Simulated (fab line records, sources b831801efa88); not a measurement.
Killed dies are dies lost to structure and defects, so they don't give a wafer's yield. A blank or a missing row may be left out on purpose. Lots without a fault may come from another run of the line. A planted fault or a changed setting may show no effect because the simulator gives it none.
fab line records | flow gf180mcu
record lots=5 wafers=15 last_day=34
route steps=602 shown HV_LDD@230 NSD@235 PSD@248
lots that met no fault: from a run of the same line without faults
start_h: hours from the record's first day to the start of the lot's first wafer shown | wait_h: hours since the lot's step before | " the same as in the row above | L1.1+2: a row that stands for several wafers | - no value, or no start given | * or withheld: withheld | < > ~ a bound
route shown NAME@n: a module of which the file shows steps, and the number in the route of the first | usual: mean/standard deviation of fault-free wafers | same: alike in all rows | chamber/n: place in a boat | sites: the reading at each site | _std_site: their standard deviation | _edge_site: outer sites' mean less inner sites' | radius_mm: how far each site lies from the wafer's centre | mask NAME#n: copy n | behind: the tool/chamber that last shaped the wafer | hold: why the lot was held/for how many hours/how that ended | device: the transistor (n, p or np) that didn't switch | end of line: the same wafers' tests at the end of the route | a step without rows: its recipe alone | killed: dies lost to structure and defects at the first sort, not the wafer's yield | map: a wafer's dies, x killed, . not, _ none there
set.NAME: the setting as run; set.NAME@STEP: as run at that earlier step | model.NAME: the simulator's own value behind a step, which no gauge read
lots at some steps of the route; a table a step, a row a wafer
services: from which hour (start_h, from the record's first day; less than 0 if before it) a tool's chamber was out of use, for how many hours, and why
## steps
# step GF_HV_LDD_CVD_54
# recipe material=SiO2 target_thk_nm=10 precursor=TEOS temp_c=680 time_s=75 pressure_mtorr=400
# usual pressure_mtorr=399.9/0.82 zone_power_bottom_pct=14.0/0.58
# columns lot.wafer tool chamber start_h wait_h pressure_mtorr zone_power_bottom_pct
L074.3 lpcvd-01 1 275.13 0.1 400.3 13.4
L074.4 " 1 " " 400.4 13.7
L074.6 " 1 " " 399.2 13.8
L080.1 lpcvd-02 0 318.47 0.1 400.9 13.6
L080.3 " 0 " " 400.7 13.3
L080.6 " 0 " " 400.8 13.2
L090.2 lpcvd-01 0 400.09 0.1 400.3 14.6
L090.4 " 0 " " 399.4 14.4
L090.5 " 0 " " 400.3 14.3
L091.1 lpcvd-01 1 409.81 0.1 398.7 13.5
L091.2 " 1 " " 400.2 13.8
L091.6 " 1 " " 399.5 13.4
L094.4 lpcvd-02 0 446.24 0.0 400.1 13.2
L094.5 " 0 " " 399.5 13.2
L094.6 " 0 " " 399.7 13.3
# step GF_HV_LDD_THK_MEAS_55
# recipe reads=SiO2_of_HV_LDD_CVD_54
# usual HV_LDD_CVD_54_THK=10.04/0.13
# columns lot.wafer tool chamber start_h wait_h HV_LDD_CVD_54_THK[nm]
L074.3 film_metro-01 - 276.17 0.0 9.86
L074.4 " - " " 10.00
L074.6 " - " " 10.03
L080.1 film_metro-02 - 320.00 0.0 10.16
L080.3 " - " " 10.11
L080.6 " - " " 10.11
L090.2 film_metro-02 - 401.63 0.0 10.23
L090.4 " - " " 10.26
L090.5 " - " " 10.18
L091.1 film_metro-01 - 410.83 0.0 10.00
L091.2 " - " " 10.10
L091.6 " - " " 10.13
L094.4 film_metro-01 - 447.86 0.1 10.09
L094.5 " - " " 10.05
L094.6 " - " " 9.95
# step GF_HV_LDD_CVD_56
# recipe material=Si3N4 precursor=DCS/NH3 target_thk_nm=90 temp_c=770 time_s=1543 pressure_mtorr=250
# usual pressure_mtorr=249.9/0.47 zone_power_bottom_pct=17.8/0.65
# columns lot.wafer tool chamber start_h wait_h pressure_mtorr zone_power_bottom_pct
L074.3 lpcvd-02 1 276.21 0.0 249.7 18.5
L074.4 " 1 " " 249.2 18.5
L074.6 " 1 " " 249.8 18.3
L080.1 lpcvd-01 1 320.06 0.1 250.2 17.4
L080.3 " 1 " " 250.0 17.3
L080.6 " 1 " " 250.5 17.7
L090.2 lpcvd-02 0 401.68 0.0 249.7 17.0
L090.4 " 0 " " 250.1 17.3
L090.5 " 0 " " 249.9 17.3
L091.1 lpcvd-02 1 410.89 0.1 249.9 18.6
L091.2 " 1 " " 250.7 18.3
L091.6 " 1 " " 249.9 18.2
L094.4 lpcvd-01 0 447.89 0.0 250.4 18.5
L094.5 " 0 " " 250.3 18.6
L094.6 " 0 " " 250.2 18.5
# step GF_HV_LDD_THK_MEAS_57
# recipe reads=Si3N4_of_HV_LDD_CVD_56
# usual HV_LDD_CVD_56_THK=90.2/0.96
# columns lot.wafer tool chamber start_h wait_h HV_LDD_CVD_56_THK[nm]
L074.3 film_metro-01 - 278.38 0.0 89.3
L074.4 " - " " 89.7
L074.6 " - " " 89.4
L080.1 film_metro-01 - 321.49 0.0 90.7
L080.3 " - " " 90.7
L080.6 " - " " 91.2
L090.2 film_metro-01 - 403.84 0.0 87.9
L090.4 " - " " 87.5
L090.5 " - " " 87.9
L091.1 film_metro-01 - 413.03 0.0 89.2
L091.2 " - " " 89.2
L091.6 " - " " 89.1
L094.4 film_metro-04 - 449.35 0.0 90.1
L094.5 " - " " 89.9
L094.6 " - " " 89.5
# step GF_HV_LDD_ETCHBACK_58
# recipe chemistry=CH3F/O2 target=Si3N4 stop_on=SiO2 source_w=400 bias_w=80 pressure_mtorr=25 ch3f_flow_sccm=40 O2_flow_sccm=30 time_s=100 target_depth_a=900
# usual chamber_pressure_mTorr=25.002/0.024 drypump_motor_current_A=5.9/0.5 oes_product_au=0.843/0.0066 throttle_valve_pct=10.562/0.0088
# columns lot.wafer tool chamber start_h wait_h chamber_pressure_mTorr drypump_motor_current_A oes_product_au rf_hours_counter_h throttle_valve_pct
L074.3 rie_diel-01 3 278.42 0.0 24.988 5.7 0.839 108 10.565
L074.4 " 2 " " 24.985 5.7 0.830 6 10.556
L074.6 " 2 " " 25.034 5.6 0.839 - 10.568
L080.1 rie_diel-02 2 321.55 0.1 24.978 5.2 0.847 2 10.556
L080.3 " 3 " " 25.003 6.4 0.839 46 10.566
L080.6 " 2 " " 24.998 5.2 0.852 - 10.551
L090.2 rie_diel-02 3 403.89 0.0 24.974 6.4 0.834 48 10.562
L090.4 " 0 " " 25.018 6.1 0.827 22 10.573
L090.5 " 0 " " 25.028 6.1 0.829 - 10.569
L091.1 rie_diel-04 3 413.09 0.1 24.969 6.2 0.837 10 10.562
L091.2 " 1 " " 24.970 6.5 0.847 6 10.557
L091.6 " 3 " " 25.043 6.1 0.836 - 10.573
L094.4 rie_diel-01 1 449.38 0.0 25.036 5.8 0.848 4 10.574
L094.5 " 2 " " 24.992 5.6 0.845 - 10.545
L094.6 " 3 " " 24.984 5.7 0.836 - 10.575
# step GF_NSD_DEHYDRATE_00
# recipe temp_c=200 time_s=60
# columns lot.wafer tool chamber start_h wait_h
L074.3+4+6 litho_track-02 0 287.16 8.7
L080.1+3+6 litho_track-02 0 331.31 9.7
L090.2+4+5 litho_track-02 0 414.58 10.7
L091.1+2+6 litho_track-02 0 424.16 11.0
L094.4+5+6 litho_track-03 0 460.80 11.4
# step GF_NSD_HMDS_01
# recipe prime_time_s=60 prime_temp_c=120
# columns lot.wafer tool chamber start_h wait_h
L074.3+4+6 litho_track-02 0 287.31 0.1
L080.1+3+6 litho_track-02 0 331.46 0.1
L090.2+4+5 litho_track-02 0 414.73 0.1
L091.1+2+6 litho_track-02 0 424.31 0.1
L094.4+5+6 litho_track-03 0 460.95 0.1
# step GF_NSD_COAT_02
# recipe resist=NOVOLAK spin_rpm=3000 resist_thk_nm=1000
# columns lot.wafer tool chamber start_h wait_h
L074.3+4+6 litho_track-02 0 287.46 0.1
L080.1+3+6 litho_track-02 0 331.61 0.1
L090.2+4+5 litho_track-02 0 414.88 0.1
L091.1+2+6 litho_track-02 0 424.46 0.1
L094.4+5+6 litho_track-03 0 461.10 0.1
# step GF_NSD_SOFTBAKE_03
# recipe temp_c=90 time_s=60 resist=NOVOLAK
# columns lot.wafer tool chamber start_h wait_h
L074.3+4+6 litho_track-02 0 287.61 0.1
L080.1+3+6 litho_track-02 0 331.76 0.1
L090.2+4+5 litho_track-02 0 415.03 0.1
L091.1+2+6 litho_track-02 0 424.61 0.1
L094.4+5+6 litho_track-03 0 461.25 0.1
# step GF_NSD_EXPOSE_04
# recipe mask_id=Nplus target_cd_nm=400 na=0.6 source_shape=conventional sigma_outer=0.6 dose_mj=140
# columns lot.wafer tool chamber start_h wait_h mask
L074.3+4+6 iline_stepper-02 0 - - Nplus#0
L080.1+3+6 iline_stepper-02 0 - - Nplus#0
L090.2+4+5 iline_stepper-01 0 - - Nplus#0
L091.1+2+6 iline_stepper-01 0 - - Nplus#0
L094.4+5+6 iline_stepper-02 0 - - Nplus#0
# step GF_NSD_PEB_05
# recipe temp_c=withheld time_s=* resist=NOVOLAK
# columns lot.wafer tool chamber start_h wait_h
L074.3+4+6 litho_track-03 0 - -
L080.1+3+6 litho_track-03 0 - -
L090.2+4+5 litho_track-01 0 - -
L091.1+2+6 litho_track-03 0 - -
L094.4+5+6 litho_track-03 0 - -
# step GF_NSD_DEVELOP_06
# recipe develop_time_s=60 dev_temp_c=23
# columns lot.wafer tool chamber start_h wait_h
L074.3+4+6 litho_track-03 0 297.18 0.1
L080.1+3+6 litho_track-03 0 342.38 0.1
L090.2+4+5 litho_track-01 0 427.31 0.1
L091.1+2+6 litho_track-03 0 436.58 0.1
L094.4+5+6 litho_track-03 0 472.95 0.1
# step GF_NSD_CD_MEAS_07
# recipe target_cd_nm=400
# usual cd_nm=399.2/3
# columns lot.wafer tool chamber start_h wait_h cd_nm
L074.3 cd_sem-02 - 297.32 0.1 400.9
L074.4 " - " " 400.1
L074.6 " - " " 399.5
L080.1 cd_sem-01 - 342.53 0.1 393.4
L080.3 " - " " 394.4
L080.6 " - " " 396.5
L090.2 cd_sem-01 - 427.46 0.1 395.9
L090.4 " - " " 397.7
L090.5 " - " " 396.2
L091.1 cd_sem-02 - 436.73 0.1 399.6
L091.2 " - " " 402.9
L091.6 " - " " 401.0
L094.4 cd_sem-01 - 473.09 0.1 399.3
L094.5 " - " " 398.7
L094.6 " - " " 397.6
# step GF_NSD_OVL_MEAS_08
# usual NSD_OVL=0.7/1.5
# columns lot.wafer tool chamber start_h wait_h NSD_OVL[nm]
L074.3 overlay-02 - 297.41 0.1 1.2
L074.4 " - " " 0.8
L074.6 " - " " 1.6
L080.1 overlay-01 - 342.65 0.1 2.1
L080.3 " - " " 1.5
L080.6 " - " " 1.7
L090.2 overlay-01 - 427.56 0.1 0.7
L090.4 " - " " 1.3
L090.5 " - " " 0.7
L091.1 overlay-02 - 436.85 0.1 -1.5
L091.2 " - " " -1.3
L091.6 " - " " -2.2
L094.4 overlay-01 - 473.16 0.1 1.9
L094.5 " - " " 0.9
L094.6 " - " " 2.1
# step GF_NSD_IMPLANT_09
# recipe species=As energy_kev=60 dose_cm2=4e+15 tilt_deg=7
# columns lot.wafer tool chamber start_h wait_h
L074.3+4+6 implanter-04 0 297.48 0.1
L080.1+3+6 implanter-03 0 342.68 0.0
L090.2+4+5 implanter-01 0 427.62 0.0
L091.1+2+6 implanter-01 0 436.88 0.0
L094.4+5+6 implanter-04 0 473.26 0.1
# step GF_NSD_IMPLANT_10
# recipe species=P energy_kev=40 dose_cm2=5e+14 tilt_deg=7
# columns lot.wafer tool chamber start_h wait_h
L074.3+4+6 implanter-04 0 297.63 0.1
L080.1+3+6 implanter-03 0 342.83 0.1
L090.2+4+5 implanter-01 0 427.77 0.1
L091.1+2+6 implanter-01 0 437.03 0.1
L094.4+5+6 implanter-04 0 473.41 0.1
# step GF_NSD_STRIP_11
# recipe chemistry=O2/N2 power_w=1400 pressure_mtorr=1500 platen_temp_c=250 o2_flow_sccm=3000 n2_flow_sccm=300 overash_fraction=0.5
# usual chamber_pressure_mTorr=1500.1/1.3 drypump_motor_current_A=5.60/0.25 heater_power_w=347/26 oes_product_au=0.487/0.0047 strip_time_to_endpoint_s=22.94/0.039
# columns lot.wafer tool chamber start_h wait_h chamber_pressure_mTorr drypump_motor_current_A heater_power_w oes_product_au rf_hours_counter_h strip_time_to_endpoint_s
L074.3 plasma_asher-03 1 297.77 0.1 1502.4 5.26 328 0.485 - 22.93
L074.4 " 0 " " 1501.7 5.85 335 0.482 - 22.92
L074.6 " 0 " " 1499.4 5.84 340 0.489 - 22.95
L080.1 plasma_asher-03 1 342.98 0.1 1501.5 5.28 332 0.491 53 22.91
L080.3 " 1 " " 1498.1 5.24 325 0.491 - 22.90
L080.6 " 0 " " 1501.1 5.83 335 0.476 - 22.83
L090.2 plasma_asher-01 1 427.89 0.1 1498.9 5.53 376 0.486 80 22.94
L090.4 " 0 " " 1498.9 5.85 390 0.497 - 22.94
L090.5 " 1 " " 1500.6 5.53 376 0.487 - 22.98
L091.1 plasma_asher-01 1 437.18 0.1 1501.1 5.53 378 0.488 82 22.96
L091.2 " 0 " " 1501.4 5.86 391 0.484 82 22.92
L091.6 " 0 " " 1498.6 5.86 392 0.483 - 22.96
L094.4 plasma_asher-01 1 473.51 0.1 1500.4 5.54 375 0.480 - 22.98
L094.5 " 0 " " 1501.8 5.87 379 0.483 - 22.99
L094.6 " 1 " " 1498.9 5.53 376 0.489 - 22.98
# step GF_NSD_TW_MEAS_12
# usual NSD_TW=4272/27
# columns lot.wafer tool chamber start_h wait_h NSD_TW
L074.3 film_metro-03 - 297.85 0.1 4300
L074.4 " - " " 4268
L074.6 " - " " 4289
L080.1 film_metro-04 - 343.08 0.1 4293
L080.3 " - " " 4269
L080.6 " - " " 4260
L090.2 film_metro-03 - 428.00 0.1 4250
L090.4 " - " " 4265
L090.5 " - " " 4281
L091.1 film_metro-04 - 437.28 0.1 4228
L091.2 " - " " 4246
L091.6 " - " " 4243
L094.4 film_metro-04 - 473.61 0.1 4278
L094.5 " - " " 4289
L094.6 " - " " 4288
# step GF_PSD_DEHYDRATE_00
# recipe temp_c=200 time_s=60
# columns lot.wafer tool chamber start_h wait_h
L074.3+4+6 litho_track-03 0 307.43 9.6
L080.1+3+6 litho_track-01 0 353.34 10.2
L090.2+4+5 litho_track-03 0 439.45 11.4
L091.1+2+6 litho_track-01 0 449.44 12.1
L094.4+5+6 litho_track-01 0 485.66 12.0
# step GF_PSD_HMDS_01
# recipe prime_time_s=60 prime_temp_c=120
# columns lot.wafer tool chamber start_h wait_h
L074.3+4+6 litho_track-03 0 307.58 0.1
L080.1+3+6 litho_track-01 0 353.49 0.1
L090.2+4+5 litho_track-03 0 439.60 0.1
L091.1+2+6 litho_track-01 0 449.59 0.1
L094.4+5+6 litho_track-01 0 485.81 0.1
# step GF_PSD_COAT_02
# recipe resist=NOVOLAK spin_rpm=3000 resist_thk_nm=1000
# columns lot.wafer tool chamber start_h wait_h
L074.3+4+6 litho_track-03 0 307.73 0.1
L080.1+3+6 litho_track-01 0 353.64 0.1
L090.2+4+5 litho_track-03 0 439.75 0.1
L091.1+2+6 litho_track-01 0 449.74 0.1
L094.4+5+6 litho_track-01 0 485.96 0.1
# step GF_PSD_SOFTBAKE_03
# recipe temp_c=90 time_s=60 resist=NOVOLAK
# columns lot.wafer tool chamber start_h wait_h
L074.3+4+6 litho_track-03 0 307.88 0.1
L080.1+3+6 litho_track-01 0 353.79 0.1
L090.2+4+5 litho_track-03 0 439.90 0.1
L091.1+2+6 litho_track-01 0 449.89 0.1
L094.4+5+6 litho_track-01 0 486.11 0.1
# step GF_PSD_EXPOSE_04
# recipe mask_id=Pplus target_cd_nm=400 na=0.6 source_shape=conventional sigma_outer=0.6 dose_mj=140
# columns lot.wafer tool chamber start_h wait_h mask
L074.3+4+6 iline_stepper-01 0 - - Pplus#0
L080.1+3+6 iline_stepper-02 0 - - Pplus#0
L090.2+4+5 iline_stepper-01 0 - - Pplus#0
L091.1+2+6 iline_stepper-02 0 - - Pplus#0
L094.4+5+6 iline_stepper-01 0 - - Pplus#0
# step GF_PSD_PEB_05
# recipe temp_c=withheld time_s=* resist=NOVOLAK
# columns lot.wafer tool chamber start_h wait_h
L074.3+4+6 litho_track-03 0 - -
L080.1+3+6 litho_track-03 0 - -
L090.2+4+5 litho_track-03 0 - -
L091.1+2+6 litho_track-04 0 - -
L094.4+5+6 litho_track-04 0 - -
# step GF_PSD_DEVELOP_06
# recipe develop_time_s=60 dev_temp_c=23
# columns lot.wafer tool chamber start_h wait_h
L074.3+4+6 litho_track-03 0 318.43 0.1
L080.1+3+6 litho_track-03 0 363.88 0.1
L090.2+4+5 litho_track-03 0 452.25 0.1
L091.1+2+6 litho_track-04 0 462.06 0.1
L094.4+5+6 litho_track-04 0 497.38 0.1
# step GF_PSD_CD_MEAS_07
# recipe target_cd_nm=400
# usual cd_nm=399.3/2
# columns lot.wafer tool chamber start_h wait_h cd_nm
L074.3 cd_sem-02 - 318.57 0.1 397.6
L074.4 " - " " 397.6
L074.6 " - " " 397.3
L080.1 cd_sem-01 - 364.03 0.1 401.6
L080.3 " - " " 401.0
L080.6 " - " " 397.9
L090.2 cd_sem-02 - 452.40 0.1 398.3
L090.4 " - " " 396.4
L090.5 " - " " 396.6
L091.1 cd_sem-01 - 462.21 0.1 401.0
L091.2 " - " " 397.8
L091.6 " - " " 399.9
L094.4 cd_sem-01 - 497.55 0.1 402.5
L094.5 " - " " 400.8
L094.6 " - " " 400.4
# step GF_PSD_OVL_MEAS_08
# usual PSD_OVL=-0.2/1.6
# columns lot.wafer tool chamber start_h wait_h PSD_OVL[nm]
L074.3 overlay-02 - 318.66 0.1 -1.9
L074.4 " - " " 1.2
L074.6 " - " " 2.2
L080.1 overlay-01 - 364.15 0.1 -1.7
L080.3 " - " " -1.0
L080.6 " - " " 1.7
L090.2 overlay-02 - 452.50 0.1 -0.4
L090.4 " - " " 2.5
L090.5 " - " " 0.6
L091.1 overlay-01 - 462.33 0.1 -0.2
L091.2 " - " " -0.8
L091.6 " - " " -1.2
L094.4 overlay-02 - 497.63 0.1 1.0
L094.5 " - " " 0.4
L094.6 " - " " 2.5
# step GF_PSD_IMPLANT_09
# recipe species=BF2 energy_kev=40 dose_cm2=1.5e+15 tilt_deg=7
# columns lot.wafer tool chamber start_h wait_h
L074.3+4+6 implanter-02 0 318.73 0.1
L080.1+3+6 implanter-02 0 364.18 0.0
L090.2+4+5 implanter-01 0 452.56 0.0
L091.1+2+6 implanter-03 0 462.36 0.0
L094.4+5+6 implanter-01 0 497.73 0.1
## services
# columns tool chamber start_h hours kind
rie_diel-01 - 255.23 0.3 repair
iline_stepper-01 - 268.70 29.6 repair
plasma_asher-01 - 272.98 14.6 pm
implanter-02 - 278.58 4.7 repair
plasma_asher-01 - 298.20 8.0 repair
plasma_asher-03 - 301.41 13.2 pm
iline_stepper-02 - 304.94 1.7 pm
rie_diel-02 - 312.78 2.8 pm
rie_diel-02 - 317.93 0.2 repair
rie_diel-02 - 361.34 2.5 repair
implanter-03 - 366.83 69.5 repair
plasma_asher-03 - 374.55 14.6 pm
iline_stepper-01 - 404.35 1.7 pm
implanter-04 - 426.54 4.0 repair
implanter-03 - 439.73 4.7 repair
implanter-03 - 444.38 4.3 pm
iline_stepper-01 - 445.29 4.4 pm
plasma_asher-03 - 445.50 1.4 repair
implanter-02 - 450.63 3.4 pm
implanter-04 - 450.64 5.8 repair
lpcvd-01 - 467.90 14.6 pm
rie_diel-02 3 468.43 7.2 repair
implanter-04 - 477.48 3.4 pm
implanter-04 - 487.35 1.5 repair
## key
fault none
